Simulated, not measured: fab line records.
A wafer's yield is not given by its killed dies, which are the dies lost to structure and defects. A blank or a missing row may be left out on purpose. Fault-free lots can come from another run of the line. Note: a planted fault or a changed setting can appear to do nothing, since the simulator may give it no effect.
fab line records / flow sky130
record: lots: 5 wafers: 15 lastDay: 50
route steps=708 shown LDD_HVP@281 LDD_LDN@289 PAD_OPEN@708
lots with no fault: from the same line, run without faults
startH: the number of hours between the record's first day and the start of the first shown wafer of the lot / waitH: time in hours since the lot's previous step / " same as the row above / L1.1+2: several wafers, shown together as one row / - either no value or no given start / * or withheld: withheld / < > ~ a bound
route shown NAME@n: names a module that has steps shown in the file, with the first one's number in the route / usual: mean/standard deviation of fault-free wafers / same: alike in all rows / chamber/n: place in a boat / sites: readings site by site / _std_site: the values' standard deviation / _edge_site: mean of outer sites minus mean of inner sites / radiusMm: for every site, how far away it sits from the centre of the wafer / mask NAME#n: copy n / behind: the most recent tool/chamber to have shaped the wafer / hold: what put the lot on hold/how long, in hours/how the hold closed / device: names the non-switching transistor (n, p or np) / end of line: at the end of the route, the tests of the same wafers / a step with no rows: only its recipe / killed: not the wafer's yield, but the dies lost to structure and defects at the first sort / map: shows each die of a wafer: x if killed, . if not, _ if none is there
set.NAME: the run value of the setting; set.NAME@STEP: its run value at that earlier step / model.NAME: the simulator's own value behind a step, which no gauge read
a table for each step, a row for each wafer; lots at some steps of the route
services: the hour from which a tool's chamber was out of use, counted from the record's first day as startH (under 0 if before that day), plus the number of hours and why
== steps ==
step: SKY_LDD_HVP_SOFTBAKE_03
recipe: tempC: 90 timeS: 60 resist: NOVOLAK
step: SKY_LDD_HVP_EXPOSE_04
recipe: maskId: HVPTM na: 0.6 sourceShape: conventional sigmaOuter: 0.6 polarization: unpolarized targetCdNm: 700 doseMj: 86
step: SKY_LDD_HVP_PEB_05
recipe: tempC: withheld timeS: * resist: NOVOLAK
step: SKY_LDD_HVP_DEVELOP_06
recipe: resist: NOVOLAK developer: TMAH developTimeS: 60 devTempC: 23
step: SKY_LDD_HVP_OVL_MEAS_07
usual: LDD_HVP_OVL: 0.8/1.4
lot.wafer=L822.1 tool=overlay-01 chamber=- startH=532.53 waitH=0.1 LDD_HVP_OVL[nm]=0.2
lot.wafer=L822.2 tool=overlay-01 chamber=- startH=532.53 waitH=0.1 LDD_HVP_OVL[nm]=0.4
lot.wafer=L822.3 tool=overlay-01 chamber=- startH=532.53 waitH=0.1 LDD_HVP_OVL[nm]=0.1
lot.wafer=L827.3 tool=overlay-02 chamber=- startH=567.09 waitH=0.1 LDD_HVP_OVL[nm]=2.8
lot.wafer=L827.5 tool=overlay-02 chamber=- startH=567.09 waitH=0.1 LDD_HVP_OVL[nm]=0.4
lot.wafer=L827.6 tool=overlay-02 chamber=- startH=567.09 waitH=0.1 LDD_HVP_OVL[nm]=3.5
lot.wafer=L834.2 tool=overlay-02 chamber=- startH=632.98 waitH=0.1 LDD_HVP_OVL[nm]=-0.9
lot.wafer=L834.3 tool=overlay-02 chamber=- startH=632.98 waitH=0.1 LDD_HVP_OVL[nm]=-0.4
lot.wafer=L834.4 tool=overlay-02 chamber=- startH=632.98 waitH=0.1 LDD_HVP_OVL[nm]=0.1
lot.wafer=L838.3 tool=overlay-01 chamber=- startH=660.25 waitH=0.1 LDD_HVP_OVL[nm]=0.7
lot.wafer=L838.5 tool=overlay-01 chamber=- startH=660.25 waitH=0.1 LDD_HVP_OVL[nm]=0.0
lot.wafer=L838.6 tool=overlay-01 chamber=- startH=660.25 waitH=0.1 LDD_HVP_OVL[nm]=0.5
lot.wafer=L842.1 tool=overlay-01 chamber=- startH=687.43 waitH=0.1 LDD_HVP_OVL[nm]=0.4
lot.wafer=L842.2 tool=overlay-01 chamber=- startH=687.43 waitH=0.1 LDD_HVP_OVL[nm]=1.6
lot.wafer=L842.6 tool=overlay-01 chamber=- startH=687.43 waitH=0.1 LDD_HVP_OVL[nm]=1.7
step: SKY_LDD_HVP_IMPLANT_08
recipe: species: B energyKev: 20 doseCm2: 1.7e+13 tiltDeg: 17.9
step: SKY_LDD_HVP_STRIP_09
recipe: chemistry: O2/N2 powerW: 1400 pressureMtorr: 1500 platenTempC: withheld o2FlowSccm: 3000 n2FlowSccm: 300 overashFraction: 0.5
usual: drypumpMotorCurrentA: 5.5/0.52 oesProductAu: 0.409/0.0045 stripTimeToEndpointS: 4.138/0.017
lot.wafer=L822.1 tool=plasmaAsher-01 chamber=0 startH=532.71 waitH=0.1 drypumpMotorCurrentA=6.3 oesProductAu=0.406 rfHoursCounterH=84 stripTimeToEndpointS=4.159
lot.wafer=L822.2 tool=plasmaAsher-01 chamber=1 startH=532.71 waitH=0.1 drypumpMotorCurrentA=6.1 oesProductAu=0.402 rfHoursCounterH=84 stripTimeToEndpointS=4.140
lot.wafer=L822.3 tool=plasmaAsher-01 chamber=0 startH=532.71 waitH=0.1 drypumpMotorCurrentA=6.3 oesProductAu=0.410 rfHoursCounterH=- stripTimeToEndpointS=4.123
lot.wafer=L827.3 tool=plasmaAsher-02 chamber=1 startH=567.30 waitH=0.1 drypumpMotorCurrentA=4.8 oesProductAu=0.400 rfHoursCounterH=- stripTimeToEndpointS=4.132
lot.wafer=L827.5 tool=plasmaAsher-02 chamber=0 startH=567.30 waitH=0.1 drypumpMotorCurrentA=5.5 oesProductAu=0.401 rfHoursCounterH=- stripTimeToEndpointS=4.115
lot.wafer=L827.6 tool=plasmaAsher-02 chamber=1 startH=567.30 waitH=0.1 drypumpMotorCurrentA=4.8 oesProductAu=0.410 rfHoursCounterH=- stripTimeToEndpointS=4.146
lot.wafer=L834.2 tool=plasmaAsher-04 chamber=0 startH=633.16 waitH=0.1 drypumpMotorCurrentA=5.4 oesProductAu=0.412 rfHoursCounterH=20 stripTimeToEndpointS=4.117
lot.wafer=L834.3 tool=plasmaAsher-04 chamber=1 startH=633.16 waitH=0.1 drypumpMotorCurrentA=5.8 oesProductAu=0.413 rfHoursCounterH=- stripTimeToEndpointS=4.109
lot.wafer=L834.4 tool=plasmaAsher-04 chamber=0 startH=633.16 waitH=0.1 drypumpMotorCurrentA=5.4 oesProductAu=0.410 rfHoursCounterH=- stripTimeToEndpointS=4.135
lot.wafer=L838.3 tool=plasmaAsher-04 chamber=1 startH=660.45 waitH=0.1 drypumpMotorCurrentA=5.8 oesProductAu=0.404 rfHoursCounterH=- stripTimeToEndpointS=4.146
lot.wafer=L838.5 tool=plasmaAsher-04 chamber=0 startH=660.45 waitH=0.1 drypumpMotorCurrentA=5.4 oesProductAu=0.407 rfHoursCounterH=- stripTimeToEndpointS=4.162
lot.wafer=L838.6 tool=plasmaAsher-04 chamber=1 startH=660.45 waitH=0.1 drypumpMotorCurrentA=5.8 oesProductAu=0.403 rfHoursCounterH=- stripTimeToEndpointS=4.154
lot.wafer=L842.1 tool=plasmaAsher-02 chamber=1 startH=687.62 waitH=0.1 drypumpMotorCurrentA=4.8 oesProductAu=0.406 rfHoursCounterH=84 stripTimeToEndpointS=4.150
lot.wafer=L842.2 tool=plasmaAsher-02 chamber=0 startH=687.62 waitH=0.1 drypumpMotorCurrentA=5.4 oesProductAu=0.410 rfHoursCounterH=84 stripTimeToEndpointS=4.190
lot.wafer=L842.6 tool=plasmaAsher-02 chamber=1 startH=687.62 waitH=0.1 drypumpMotorCurrentA=4.8 oesProductAu=0.411 rfHoursCounterH=- stripTimeToEndpointS=4.168
step: SKY_LDD_HVP_TW_MEAS_10
usual: LDD_HVP_TW: 453/5.7
lot.wafer=L822.1 tool=filmMetro-04 chamber=- startH=532.81 waitH=0.1 LDD_HVP_TW=464
lot.wafer=L822.2 tool=filmMetro-04 chamber=- startH=532.81 waitH=0.1 LDD_HVP_TW=460
lot.wafer=L822.3 tool=filmMetro-04 chamber=- startH=532.81 waitH=0.1 LDD_HVP_TW=462
lot.wafer=L827.3 tool=filmMetro-02 chamber=- startH=567.38 waitH=0.1 LDD_HVP_TW=450
lot.wafer=L827.5 tool=filmMetro-02 chamber=- startH=567.38 waitH=0.1 LDD_HVP_TW=449
lot.wafer=L827.6 tool=filmMetro-02 chamber=- startH=567.38 waitH=0.1 LDD_HVP_TW=451
lot.wafer=L834.2 tool=filmMetro-04 chamber=- startH=633.27 waitH=0.1 LDD_HVP_TW=460
lot.wafer=L834.3 tool=filmMetro-04 chamber=- startH=633.27 waitH=0.1 LDD_HVP_TW=461
lot.wafer=L834.4 tool=filmMetro-04 chamber=- startH=633.27 waitH=0.1 LDD_HVP_TW=461
lot.wafer=L838.3 tool=filmMetro-01 chamber=- startH=660.54 waitH=0.1 LDD_HVP_TW=448
lot.wafer=L838.5 tool=filmMetro-01 chamber=- startH=660.54 waitH=0.1 LDD_HVP_TW=452
lot.wafer=L838.6 tool=filmMetro-01 chamber=- startH=660.54 waitH=0.1 LDD_HVP_TW=448
lot.wafer=L842.1 tool=filmMetro-01 chamber=- startH=687.72 waitH=0.1 LDD_HVP_TW=449
lot.wafer=L842.2 tool=filmMetro-01 chamber=- startH=687.72 waitH=0.1 LDD_HVP_TW=448
lot.wafer=L842.6 tool=filmMetro-01 chamber=- startH=687.72 waitH=0.1 LDD_HVP_TW=450
step: SKY_LDD_LDN_DEHYDRATE_00
recipe: tempC: 200 timeS: 60
step: SKY_LDD_LDN_HMDS_01
recipe: primeTimeS: 60 primeTempC: 120.4
step: SKY_LDD_LDN_COAT_02
recipe: resist: NOVOLAK spinRpm: 3000 resistThkNm: 1140
step: SKY_LDD_LDN_SOFTBAKE_03
recipe: tempC: 90 timeS: 60 resist: NOVOLAK
step: SKY_LDD_LDN_EXPOSE_04
recipe: maskId: LDNTM na: 0.6 sourceShape: conventional sigmaOuter: 0.6 polarization: unpolarized targetCdNm: 700 doseMj: 140
usual: exposureDoseMJCm2: 139.98/0.13 reticleTempC: 22.98/0.1
lot.wafer=L822.1 tool=ilineStepper-02 chamber=0 startH=547.56 waitH=- mask=HVPTM#0 exposureDoseMJCm2=139.87 reticleTempC=23.10
lot.wafer=L822.2 tool=ilineStepper-02 chamber=0 startH=547.56 waitH=- mask=HVPTM#0 exposureDoseMJCm2=139.78 reticleTempC=23.06
lot.wafer=L822.3 tool=ilineStepper-02 chamber=0 startH=547.56 waitH=- mask=HVPTM#0 exposureDoseMJCm2=139.82 reticleTempC=22.90
lot.wafer=L827.3 tool=ilineStepper-01 chamber=0 startH=582.24 waitH=- mask=LDNTM#0 exposureDoseMJCm2=140.20 reticleTempC=23.02
lot.wafer=L827.5 tool=ilineStepper-01 chamber=0 startH=582.24 waitH=- mask=LDNTM#0 exposureDoseMJCm2=139.86 reticleTempC=22.84
lot.wafer=L827.6 tool=ilineStepper-01 chamber=0 startH=582.24 waitH=- mask=LDNTM#0 exposureDoseMJCm2=140.02 reticleTempC=22.90
lot.wafer=L834.2 tool=ilineStepper-01 chamber=0 startH=647.58 waitH=- mask=LDNTM#0 exposureDoseMJCm2=139.90 reticleTempC=22.99
lot.wafer=L834.3 tool=ilineStepper-01 chamber=0 startH=647.58 waitH=- mask=LDNTM#0 exposureDoseMJCm2=139.77 reticleTempC=22.93
lot.wafer=L834.4 tool=ilineStepper-01 chamber=0 startH=647.58 waitH=- mask=LDNTM#0 exposureDoseMJCm2=139.91 reticleTempC=22.86
lot.wafer=L838.3 tool=ilineStepper-02 chamber=0 startH=674.57 waitH=- mask=LDNTM#0 exposureDoseMJCm2=139.90 reticleTempC=23.04
lot.wafer=L838.5 tool=ilineStepper-02 chamber=0 startH=674.57 waitH=- mask=LDNTM#0 exposureDoseMJCm2=139.66 reticleTempC=23.07
lot.wafer=L838.6 tool=ilineStepper-02 chamber=0 startH=674.57 waitH=- mask=LDNTM#0 exposureDoseMJCm2=139.71 reticleTempC=22.98
lot.wafer=L842.1 tool=ilineStepper-01 chamber=0 startH=701.79 waitH=- mask=LDNTM#0 exposureDoseMJCm2=139.96 reticleTempC=23.01
lot.wafer=L842.2 tool=ilineStepper-01 chamber=0 startH=701.79 waitH=- mask=LDNTM#0 exposureDoseMJCm2=139.87 reticleTempC=22.93
lot.wafer=L842.6 tool=ilineStepper-01 chamber=0 startH=701.79 waitH=- mask=LDNTM#0 exposureDoseMJCm2=139.98 reticleTempC=22.85
step: SKY_LDD_LDN_PEB_05
recipe: tempC: withheld timeS: * resist: NOVOLAK
step: SKY_LDD_LDN_DEVELOP_06
recipe: resist: NOVOLAK developer: TMAH developTimeS: 60 devTempC: 23
step: SKY_LDD_LDN_OVL_MEAS_07
usual: LDD_LDN_OVL: 0.1/1.3
lot.wafer=L822.1 tool=overlay-02 chamber=- startH=562.83 waitH=0.1 LDD_LDN_OVL[nm]=-
lot.wafer=L822.2 tool=overlay-02 chamber=- startH=562.83 waitH=0.1 LDD_LDN_OVL[nm]=-
lot.wafer=L822.3 tool=overlay-02 chamber=- startH=562.83 waitH=0.1 LDD_LDN_OVL[nm]=-
lot.wafer=L827.3 tool=overlay-01 chamber=- startH=596.79 waitH=0.1 LDD_LDN_OVL[nm]=0.8
lot.wafer=L827.5 tool=overlay-01 chamber=- startH=596.79 waitH=0.1 LDD_LDN_OVL[nm]=0.5
lot.wafer=L827.6 tool=overlay-01 chamber=- startH=596.79 waitH=0.1 LDD_LDN_OVL[nm]=1.8
lot.wafer=L834.2 tool=overlay-02 chamber=- startH=660.84 waitH=0.1 LDD_LDN_OVL[nm]=1.2
lot.wafer=L834.3 tool=overlay-02 chamber=- startH=660.84 waitH=0.1 LDD_LDN_OVL[nm]=-0.2
lot.wafer=L834.4 tool=overlay-02 chamber=- startH=660.84 waitH=0.1 LDD_LDN_OVL[nm]=-0.1
lot.wafer=L838.3 tool=overlay-01 chamber=- startH=688.48 waitH=0.1 LDD_LDN_OVL[nm]=1.4
lot.wafer=L838.5 tool=overlay-01 chamber=- startH=688.48 waitH=0.1 LDD_LDN_OVL[nm]=0.2
lot.wafer=L838.6 tool=overlay-01 chamber=- startH=688.48 waitH=0.1 LDD_LDN_OVL[nm]=2.7
lot.wafer=L842.1 tool=overlay-02 chamber=- startH=715.37 waitH=0.1 LDD_LDN_OVL[nm]=-0.7
lot.wafer=L842.2 tool=overlay-02 chamber=- startH=715.37 waitH=0.1 LDD_LDN_OVL[nm]=-0.6
lot.wafer=L842.6 tool=overlay-02 chamber=- startH=715.37 waitH=0.1 LDD_LDN_OVL[nm]=-0.5
step: SKY_LDD_LDN_IMPLANT_08
recipe: species: As energyKev: 15 doseCm2: 1.25e+13 tiltDeg: withheld rotationDeg: 23
step: SKY_LDD_LDN_IMPLANT_09
recipe: species: As energyKev: 15 doseCm2: 1.25e+13 tiltDeg: withheld rotationDeg: 113
step: SKY_LDD_LDN_IMPLANT_10
recipe: species: As energyKev: 15 doseCm2: 1.25e+13 tiltDeg: withheld rotationDeg: 203
step: SKY_LDD_LDN_IMPLANT_11
recipe: species: As energyKev: 15 doseCm2: 1.25e+13 tiltDeg: withheld rotationDeg: 293
step: SKY_LDD_LDN_STRIP_12
recipe: chemistry: O2/N2 powerW: 1400 pressureMtorr: 1500 platenTempC: withheld o2FlowSccm: 3000 n2FlowSccm: 300 overashFraction: 0.5
usual: drypumpMotorCurrentA: 5.7/0.54 oesProductAu: 0.715/0.0043 stripTimeToEndpointS: 14.20/0.041
lot.wafer=L822.1 tool=plasmaAsher-03 chamber=1 startH=563.47 waitH=0.1 drypumpMotorCurrentA=5.3 oesProductAu=0.718 rfHoursCounterH=45 stripTimeToEndpointS=14.18
lot.wafer=L822.2 tool=plasmaAsher-03 chamber=0 startH=563.47 waitH=0.1 drypumpMotorCurrentA=6.2 oesProductAu=0.713 rfHoursCounterH=45 stripTimeToEndpointS=14.16
lot.wafer=L822.3 tool=plasmaAsher-03 chamber=1 startH=563.47 waitH=0.1 drypumpMotorCurrentA=5.3 oesProductAu=0.719 rfHoursCounterH=- stripTimeToEndpointS=14.14
lot.wafer=L827.3 tool=plasmaAsher-02 chamber=0 startH=597.45 waitH=0.1 drypumpMotorCurrentA=5.4 oesProductAu=0.713 rfHoursCounterH=- stripTimeToEndpointS=14.19
lot.wafer=L827.5 tool=plasmaAsher-02 chamber=1 startH=597.45 waitH=0.1 drypumpMotorCurrentA=4.7 oesProductAu=0.711 rfHoursCounterH=- stripTimeToEndpointS=14.19
lot.wafer=L827.6 tool=plasmaAsher-02 chamber=0 startH=597.45 waitH=0.1 drypumpMotorCurrentA=5.5 oesProductAu=0.724 rfHoursCounterH=- stripTimeToEndpointS=14.13
lot.wafer=L834.2 tool=plasmaAsher-01 chamber=1 startH=661.47 waitH=0.1 drypumpMotorCurrentA=6.1 oesProductAu=0.713 rfHoursCounterH=96 stripTimeToEndpointS=14.21
lot.wafer=L834.3 tool=plasmaAsher-01 chamber=0 startH=661.47 waitH=0.1 drypumpMotorCurrentA=6.3 oesProductAu=0.714 rfHoursCounterH=- stripTimeToEndpointS=14.21
lot.wafer=L834.4 tool=plasmaAsher-01 chamber=1 startH=661.47 waitH=0.1 drypumpMotorCurrentA=6.1 oesProductAu=0.713 rfHoursCounterH=- stripTimeToEndpointS=14.18
lot.wafer=L838.3 tool=plasmaAsher-01 chamber=1 startH=690.03 waitH=0.1 drypumpMotorCurrentA=6.1 oesProductAu=0.710 rfHoursCounterH=- stripTimeToEndpointS=14.16
lot.wafer=L838.5 tool=plasmaAsher-01 chamber=0 startH=690.03 waitH=0.1 drypumpMotorCurrentA=6.3 oesProductAu=0.715 rfHoursCounterH=- stripTimeToEndpointS=14.14
lot.wafer=L838.6 tool=plasmaAsher-01 chamber=1 startH=690.03 waitH=0.1 drypumpMotorCurrentA=6.1 oesProductAu=0.713 rfHoursCounterH=- stripTimeToEndpointS=14.19
lot.wafer=L842.1 tool=plasmaAsher-03 chamber=1 startH=716.00 waitH=0.1 drypumpMotorCurrentA=5.3 oesProductAu=0.713 rfHoursCounterH=61 stripTimeToEndpointS=14.24
lot.wafer=L842.2 tool=plasmaAsher-03 chamber=0 startH=716.00 waitH=0.1 drypumpMotorCurrentA=6.2 oesProductAu=0.714 rfHoursCounterH=61 stripTimeToEndpointS=14.23
lot.wafer=L842.6 tool=plasmaAsher-03 chamber=0 startH=716.00 waitH=0.1 drypumpMotorCurrentA=6.2 oesProductAu=0.723 rfHoursCounterH=- stripTimeToEndpointS=14.21
step: SKY_LDD_LDN_TW_MEAS_13
usual: LDD_LDN_TW: 1478/17
lot.wafer=L822.1 tool=filmMetro-01 chamber=- startH=563.57 waitH=0.1 LDD_LDN_TW=30
lot.wafer=L822.2 tool=filmMetro-01 chamber=- startH=563.57 waitH=0.1 LDD_LDN_TW=30
lot.wafer=L822.3 tool=filmMetro-01 chamber=- startH=563.57 waitH=0.1 LDD_LDN_TW=30
lot.wafer=L827.3 tool=filmMetro-03 chamber=- startH=597.53 waitH=0.1 LDD_LDN_TW=1495
lot.wafer=L827.5 tool=filmMetro-03 chamber=- startH=597.53 waitH=0.1 LDD_LDN_TW=1492
lot.wafer=L827.6 tool=filmMetro-03 chamber=- startH=597.53 waitH=0.1 LDD_LDN_TW=1492
lot.wafer=L834.2 tool=filmMetro-02 chamber=- startH=661.58 waitH=0.1 LDD_LDN_TW=1463
lot.wafer=L834.3 tool=filmMetro-02 chamber=- startH=661.58 waitH=0.1 LDD_LDN_TW=1465
lot.wafer=L834.4 tool=filmMetro-02 chamber=- startH=661.58 waitH=0.1 LDD_LDN_TW=1464
lot.wafer=L838.3 tool=filmMetro-03 chamber=- startH=690.12 waitH=0.1 LDD_LDN_TW=1503
lot.wafer=L838.5 tool=filmMetro-03 chamber=- startH=690.12 waitH=0.1 LDD_LDN_TW=1486
lot.wafer=L838.6 tool=filmMetro-03 chamber=- startH=690.12 waitH=0.1 LDD_LDN_TW=1493
lot.wafer=L842.1 tool=filmMetro-03 chamber=- startH=716.10 waitH=0.1 LDD_LDN_TW=1493
lot.wafer=L842.2 tool=filmMetro-03 chamber=- startH=716.10 waitH=0.1 LDD_LDN_TW=1491
lot.wafer=L842.6 tool=filmMetro-03 chamber=- startH=716.10 waitH=0.1 LDD_LDN_TW=1486
step: SKY_LDD_LDN_CLEAN_14
recipe: chemistry: SC1/SC2 mix: 1:4:20 tempC: 70 timeS: 150 dry: n2Spin
step: SKY_PAD_OPEN_PROBE_99
usual: killed_at_M0_to_M3: 42/7.2 killed_at_M4_up: 3.2/1.8 killedAtContacts: 24/5.4 killedAtFrontEnd: 15/4 killedAtOther: 0.3/0.59 killedDies: 84/9 killedOnRim: 17/3.3 killedOpen: 46/7.1 killedShort: 38/6
same: grossDies: 492 killedAtBackSide: 0
lot.wafer=L822.1 tool=prober-02 chamber=- startH=1108.44 waitH=0.1 killed_at_M0_to_M3=36 killed_at_M4_up=2 killedAtContacts=21 killedAtFrontEnd=433 killedAtOther=0 killedDies=492 killedOnRim=96 killedOpen=35 killedShort=43
lot.wafer=L822.2 tool=prober-02 chamber=- startH=1108.49 waitH=0.1 killed_at_M0_to_M3=48 killed_at_M4_up=6 killedAtContacts=24 killedAtFrontEnd=414 killedAtOther=0 killedDies=492 killedOnRim=96 killedOpen=42 killedShort=44
lot.wafer=L822.3 tool=prober-02 chamber=- startH=1108.54 waitH=0.2 killed_at_M0_to_M3=47 killed_at_M4_up=2 killedAtContacts=14 killedAtFrontEnd=429 killedAtOther=0 killedDies=492 killedOnRim=96 killedOpen=38 killedShort=38
lot.wafer=L834.2 tool=prober-02 chamber=- startH=1171.18 waitH=0.1 killed_at_M0_to_M3=39 killed_at_M4_up=2 killedAtContacts=21 killedAtFrontEnd=14 killedAtOther=1 killedDies=77 killedOnRim=15 killedOpen=37 killedShort=38
lot.wafer=L834.3 tool=prober-02 chamber=- startH=1171.23 waitH=0.2 killed_at_M0_to_M3=32 killed_at_M4_up=3 killedAtContacts=25 killedAtFrontEnd=14 killedAtOther=0 killedDies=74 killedOnRim=18 killedOpen=39 killedShort=34
lot.wafer=L834.4 tool=prober-02 chamber=- startH=1171.28 waitH=0.2 killed_at_M0_to_M3=47 killed_at_M4_up=4 killedAtContacts=18 killedAtFrontEnd=13 killedAtOther=0 killedDies=82 killedOnRim=15 killedOpen=42 killedShort=40
lot.wafer=L838.3 tool=prober-02 chamber=- startH=1182.91 waitH=0.2 killed_at_M0_to_M3=45 killed_at_M4_up=2 killedAtContacts=29 killedAtFrontEnd=14 killedAtOther=2 killedDies=92 killedOnRim=17 killedOpen=61 killedShort=30
lot.wafer=L838.5 tool=prober-02 chamber=- startH=1183.01 waitH=0.2 killed_at_M0_to_M3=38 killed_at_M4_up=5 killedAtContacts=26 killedAtFrontEnd=9 killedAtOther=0 killedDies=78 killedOnRim=12 killedOpen=39 killedShort=39
lot.wafer=L838.6 tool=prober-02 chamber=- startH=1183.06 waitH=0.2 killed_at_M0_to_M3=34 killed_at_M4_up=6 killedAtContacts=19 killedAtFrontEnd=18 killedAtOther=0 killedDies=77 killedOnRim=16 killedOpen=41 killedShort=36
killed by level:class
L822.1 LDD_LDN:areaExpose=414 CONTACT:geometricParticle:open=8 VIA3:geometricParticle:open=8 CONTACT:geometricParticle:short=7 FIELD_ISO:geometricParticle:open=6 METAL2:geometricParticle:short=6 METAL3:geometricParticle:short=5 VIA1:geometricParticle:open=5
L822.2 LDD_LDN:areaExpose=406 CONTACT:geometricParticle:open=8 METAL1:geometricParticle:short=8 VIA1:geometricParticle:open=8 METAL2:geometricParticle:short=8 VIA3:geometricParticle:open=6 CONTACT:geometricParticle:short=6 LI_CONTACT:geometricParticle:open=6
L822.3 LDD_LDN:areaExpose=416 VIA1:geometricParticle:open=14 METAL1:geometricParticle:short=6 METAL2:geometricParticle:short=6 LOCAL_INTERCONNECT:geometricParticle:short=5 FIELD_ISO:geometricParticle:open=4 VIA3:geometricParticle:open=4 CONTACT:geometricParticle:open=4
L834.2 VIA1:geometricParticle:open=8 CONTACT:geometricParticle:open=8 METAL2:geometricParticle:short=8 CONTACT:geometricParticle:short=6 METAL1:geometricParticle:short=6 VIA2:geometricParticle:open=6 VIA3:geometricParticle:open=5 FIELD_ISO:geometricParticle:short=4
L834.3 CONTACT:geometricParticle:open=10 VIA3:geometricParticle:open=8 LI_CONTACT:geometricParticle:open=7 VIA1:geometricParticle:open=7 FIELD_ISO:geometricParticle:short=5 VIA2:geometricParticle:short=5 METAL2:geometricParticle:short=5 FIELD_ISO:geometricParticle:open=4
L834.4 VIA1:geometricParticle:open=13 LI_CONTACT:geometricParticle:open=6 METAL2:geometricParticle:short=5 VIA3:geometricParticle:open=5 METAL1:geometricParticle:short=5 METAL3:geometricParticle:short=5 VIA2:geometricParticle:open=4 CONTACT:geometricParticle:open=4
L838.3 VIA3:geometricParticle:open=12 VIA1:geometricParticle:open=11 LI_CONTACT:geometricParticle:open=10 CONTACT:geometricParticle:open=9 VIA2:geometricParticle:open=6 LOCAL_INTERCONNECT:geometricParticle:short=5 VIA1:geometricParticle:short=5 FIELD_ISO:geometricParticle:open=4
L838.5 CONTACT:geometricParticle:open=12 VIA1:geometricParticle:open=7 VIA1:geometricParticle:short=5 VIA2:geometricParticle:open=5 FIELD_ISO:geometricParticle:short=4 LI_CONTACT:geometricParticle:open=4 LOCAL_INTERCONNECT:geometricParticle:short=4 METAL1:geometricParticle:short=4
L838.6 VIA1:geometricParticle:open=8 CONTACT:geometricParticle:open=7 VIA3:geometricParticle:open=7 METAL1:geometricParticle:short=5 FIELD_ISO:geometricParticle:open=4 FIELD_ISO:geometricParticle:short=4 POLY_GATE:geometricParticle:short=4 LOCAL_INTERCONNECT:geometricParticle:short=4
map L822.1 (x killed, . not)
__________xxxxxxxxxx_________
________xxxxxxxxxxxxxx_______
______xxxxxxxxxxxxxxxxxx_____
_____xxxxxxxxxxxxxxxxxxxx____
____xxxxxxxxxxxxxxxxxxxxxx___
___xxxxxxxxxxxxxxxxxxxxxxxx__
__xxxxxxxxxxxxxxxxxxxxxxxxxx_
_xxxxxxxxxxxxxxxxxxxxxxxxxxxx
_xxxxxxxxxxxxxxxxxxxxxxxxxxxx
_xxxxxxxxxxxxxxxxxxxxxxxxxxxx
_xxxxxxxxxxxxxxxxxxxxxxxxxxxx
_xxxxxxxxxxxxxxxxxxxxxxxxxxxx
_xxxxxxxxxxxxxxxxxxxxxxxxxxxx
_xxxxxxxxxxxxxxxxxxxxxxxxxxxx
_xxxxxxxxxxxxxxxxxxxxxxxxxxxx
__xxxxxxxxxxxxxxxxxxxxxxxxxx_
___xxxxxxxxxxxxxxxxxxxxxxxx__
____xxxxxxxxxxxxxxxxxxxxxx___
_____xxxxxxxxxxxxxxxxxxxx____
______xxxxxxxxxxxxxxxxxx_____
________xxxxxxxxxxxxxx_______
__________xxxxxxxxxx_________
map L838.3 (x killed, . not)
__________..xx......_________
________...x.........._______
______......x...xx....x._____
_____..................x.____
____...x...x...........x..___
___..x......x........x.....__
__................x...xxxx.._
_...x....x......x............
_...x.......x.....x...xx.....
_x.x...x.........xx.......x..
_..xx.....x..x....x..........
_...x..........x.x..x.x....x.
_.x......xx......xx........x.
_x....x......x....x....x....x
_x..x..........x...x......x..
__...x.xx...............x..x_
___.xx..xx.x.x....x........__
____..x...x.........x.x.x.___
_____x.x....xx....x......____
______..x...........xx.._____
________.x....xxx....._______
__________xx........_________
== services ==
tool=ilineStepper-01 chamber=- startH=530.41 hours=1.0 kind=repair
tool=ilineStepper-01 chamber=- startH=568.72 hours=2.1 kind=pm
tool=ilineStepper-01 chamber=0 startH=570.51 hours=- kind=calibration
tool=ilineStepper-01 chamber=- startH=570.81 hours=- kind=consumableReplace:lamp
tool=ilineStepper-01 chamber=- startH=596.31 hours=8.9 kind=pm
tool=plasmaAsher-01 chamber=- startH=615.56 hours=0.8 kind=repair
tool=plasmaAsher-01 chamber=- startH=622.96 hours=10.0 kind=pm
tool=ilineStepper-02 chamber=- startH=624.31 hours=1.7 kind=pm
tool=ilineStepper-02 chamber=- startH=629.79 hours=1.5 kind=repair
tool=plasmaAsher-01 chamber=- startH=653.28 hours=2.2 kind=repair
tool=ilineStepper-01 chamber=- startH=662.04 hours=1.7 kind=pm
tool=ilineStepper-02 chamber=0 startH=663.52 hours=- kind=calibration
tool=plasmaAsher-01 chamber=- startH=671.20 hours=1.5 kind=repair
tool=plasmaAsher-03 chamber=- startH=671.43 hours=0.4 kind=repair
tool=ilineStepper-02 chamber=- startH=714.51 hours=2.4 kind=repair
== key ==
firstSign: step: SKY_LDD_LDN_EXPOSE_04 reading: mask direction: changed
effect: step: SKY_LDD_LDN_OVL_MEAS_07 reading: LDD_LDN_OVL direction: missing
effect: step: SKY_LDD_LDN_TW_MEAS_13 reading: LDD_LDN_TW direction: down sigmas: 87 usual: 1478 struck: 30
effect: step: SKY_PAD_OPEN_PROBE_99 reading: killedAtFrontEnd direction: up sigmas: 99+ usual: 15 struck: 425
moreKillsBornAt: SKY_LDD_LDN_EXPOSE_04@ilineStepper-02: 1236
metAt SKY_LDD_LDN_EXPOSE_04
struckWafers L822.1,L822.2,L822.3
testerLeftOut L822
fault: kind: wrongMask tool: any chamber: - onsetH: 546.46 steps: SKY_LDD_LDN_EXPOSE_04 auxCopy: HVPTM#0 scope: struckLotsOnly
testerLeftOut: of these lots the tester's yield and bins aren't shown, on N5 and GAA mostly nor the transistor test; their killed dies are dies lost to structure and defects alone, not to doping, threshold or leakage, so they don't give the yield
